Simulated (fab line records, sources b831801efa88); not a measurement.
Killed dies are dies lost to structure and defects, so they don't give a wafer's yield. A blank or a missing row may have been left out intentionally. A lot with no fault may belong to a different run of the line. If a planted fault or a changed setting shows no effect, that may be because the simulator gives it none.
Problem report, 8D (eight disciplines) form, completed by code || flow sky130 || the parts of the form that need people (team, actions taken, sign-off) are left out

1. THE ISSUE
Mean of rf_fwd_power_W at SKY_METAL4_METAL_ETCH_18: 750.0 W across 6 wafers in 2 lots; on wafers with no fault it is 896.1 W (standard deviation 2.9). That puts it -50 standard deviations away from the usual mean.
The step: etches the open film in Cl2/BCl3, stops on SiO2, target depth 845 nm, time 183.1 s.
Seen first at day 43 21:59 on rie_metal-02, wafer L212.1. Wafers with a number at this step in the record: 33, from 11 lots. Rule for "out", or "out of limits": more than 4 standard deviations from the usual mean. Any other wafer with a number is counted as sound.

2. WHAT IT IS, WHAT IT ISN'T
{"question": "which readings at this step", "is": "rf_fwd_power_W", "is not": "drypump_motor_current_A, he_backside_leak_sccm"}
{"question": "which lots", "is": "L212, L214", "is not": "L205, L206, L209, L220, L222, L223, L224, L225, L226"}
{"question": "which wafers of those lots", "is": "all that have a number", "is not": "-"}
{"question": "read on which tools", "is": "rie_metal-02", "is not": "rie_metal-03, rie_metal-04"}
{"question": "when", "is": "from day 43 21:59", "is not": "up to then (9 sound wafers); but 18 sound wafers of L220, L222, L223, L224, L225, L226 came after"}

3. THE SUSPECTS, EACH WITH WHAT RULES IT OUT
Counting: a tool at a process step up to the reading stays a suspect if it ran every lot that is out and no sound lot after the first of them.
- cvd_w-01 at SKY_VIA3_CVD_21 (deposits W, target thk 390 nm, time 117.31 s): ruled out as a lasting fault. After its first lot that is out, L212 (day 41 22:51), sound lots L225, L224, L226 ran on it.
- rie_metal-02 at SKY_METAL4_METAL_ETCH_18 (etches the open film in Cl2/BCl3, stops on SiO2, target depth 845 nm, time 183.1 s): ruled out as a lasting fault. After its first lot that is out, L212 (day 43 21:59), sound lots L220, L222, L223, L224 ran on it.
Left after counting: nothing in the record.

4. THE CAUSE (what the simulator had put in)
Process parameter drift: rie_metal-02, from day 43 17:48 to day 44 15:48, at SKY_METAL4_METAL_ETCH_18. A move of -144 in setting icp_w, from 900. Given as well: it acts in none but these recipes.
Counting ruled it out, wrongly.

5. THE CHAIN OF EFFECTS, in route order
One row per reading whose mean, taken over the struck wafers that have a number, lies over 3 standard deviations from the usual. Scope: only readings with a usual standard deviation given in the record; hours: median across lots of the time from each lot's start at the first step in this table that gives one to its start at this step; sigmas: change in usual standard deviations.
{"hours": 0, "step": "SKY_METAL4_METAL_ETCH_18", "reading": "rf_fwd_power_W", "usual": "896.1 W", "on struck wafers": 750.0, "change": -146.1, "sigmas": -50}
{"hours": 0, "step": "SKY_METAL4_STRIP_19", "reading": "oes_product_au", "usual": "0.502 a.u.", "on struck wafers": 0.532, "change": "+0.030", "sigmas": "+5.4"}
{"hours": 0, "step": "SKY_METAL4_STRIP_19", "reading": "strip_time_to_endpoint_s", "usual": "6.54 s", "on struck wafers": 7.25, "change": "+0.71", "sigmas": "+9.7"}
The process steps in it:
- SKY_METAL4_METAL_ETCH_18: etches the open film in Cl2/BCl3, stops on SiO2, target depth 845 nm, time 183.1 s.
- SKY_METAL4_STRIP_19: strips in O2/N2.
Later measuring or inspecting steps at which every struck wafer that the step has a row for has a number for every such reading, and none has moved that far: SKY_VIA4_OVL_MEAS_11.

6. WHAT WOULD HAVE CAUGHT IT SOONER
The fault began at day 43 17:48; the first out-of-limits reading in this record came at day 43 21:59, 4 hours later.
